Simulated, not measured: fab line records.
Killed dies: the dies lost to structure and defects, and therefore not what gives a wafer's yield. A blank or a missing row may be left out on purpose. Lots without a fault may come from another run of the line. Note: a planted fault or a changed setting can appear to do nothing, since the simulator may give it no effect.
The tool behind it: which one? | flow sfq_line | 7 lots with 21 wafers sampled at 2 steps, on a route of 325 steps

## WHAT THE GAUGES READ, wafer by wafer
SFQ_L0V_OVL_MEAS_903.
lot  | measured     | on         | L0V_OVL (nm)
L639 | day 7 21:51  | overlay-01 | 5 3 2
L641 | day 8 19:23  | overlay-01 | 1 -9 1
L643 | day 9 10:58  | overlay-02 | 75 78 80
L645 | day 10 02:29 | overlay-02 | 1 3 -1
L650 | day 11 13:18 | overlay-01 | 2 -1 2
L656 | day 13 10:35 | overlay-01 | -3 -5 -2
L658 | day 13 22:35 | overlay-01 | 7 -4 5

## TOOL THAT RAN EACH LOT (tool first, then ch and the chambers of the sampled wafers, then the start)
lot  | SFQ_TRILAYER_L0_VIA_LITHO_EXPOSE_014
L639 | krf_scanner-01 ch 0, day 7 20:21
L641 | krf_scanner-01 ch 0, day 8 18:16
L643 | krf_scanner-01 ch 0, day 9 09:40
L645 | krf_scanner-02 ch 0, day 10 00:59
L650 | krf_scanner-02 ch 0, day 11 12:23
L656 | krf_scanner-02 ch 0, day 13 09:17
L658 | krf_scanner-02 ch 0, day 13 21:05
- SFQ_TRILAYER_L0_VIA_LITHO_EXPOSE_014: exposes mask L0V, target cd 700 nm.

## THE ANSWER, worked out from the rows above alone
Rule: what is usual is taken from the lots themselves. The widest of any qualifying gaps counts: lots, ordered by their means at a reading, are off when they make up no more than a third of the lots, leave a main group of 4 or more, and stand apart from it by 3 or more times the standard deviation of that group's means. Not used: any main group whose means are identical at the precision the tables above print for the reading. Also off: a lot with no number at a reading for which 4 or more lots have one. Any other lot the step has rows for is counted as sound.
Off: L643, seen at SFQ_L0V_OVL_MEAS_903 (L0V_OVL). For the main group the mean is 0 nm and the standard deviation 2.4.
A tool fits if, at a process step before that reading, it ran every lot that is off, and no sound lot after the first of them. Gauges at SFQ_L0V_OVL_MEAS_903: tried the same way as those tools. One fits: krf_scanner-01 at SFQ_TRILAYER_L0_VIA_LITHO_EXPOSE_014. Its last sound lot is L641 (day 8 18:16), its first lot that is off L643 (day 9 09:40): a fault that began between those two fits.

## WHAT THE SIMULATOR HAD PUT IN
Scanner matching overlay: krf_scanner-01, from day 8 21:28 on, at SFQ_TRILAYER_L0_VIA_LITHO_EXPOSE_014. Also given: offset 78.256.
Lots struck among those shown: L643. The rule above reached the same finding.
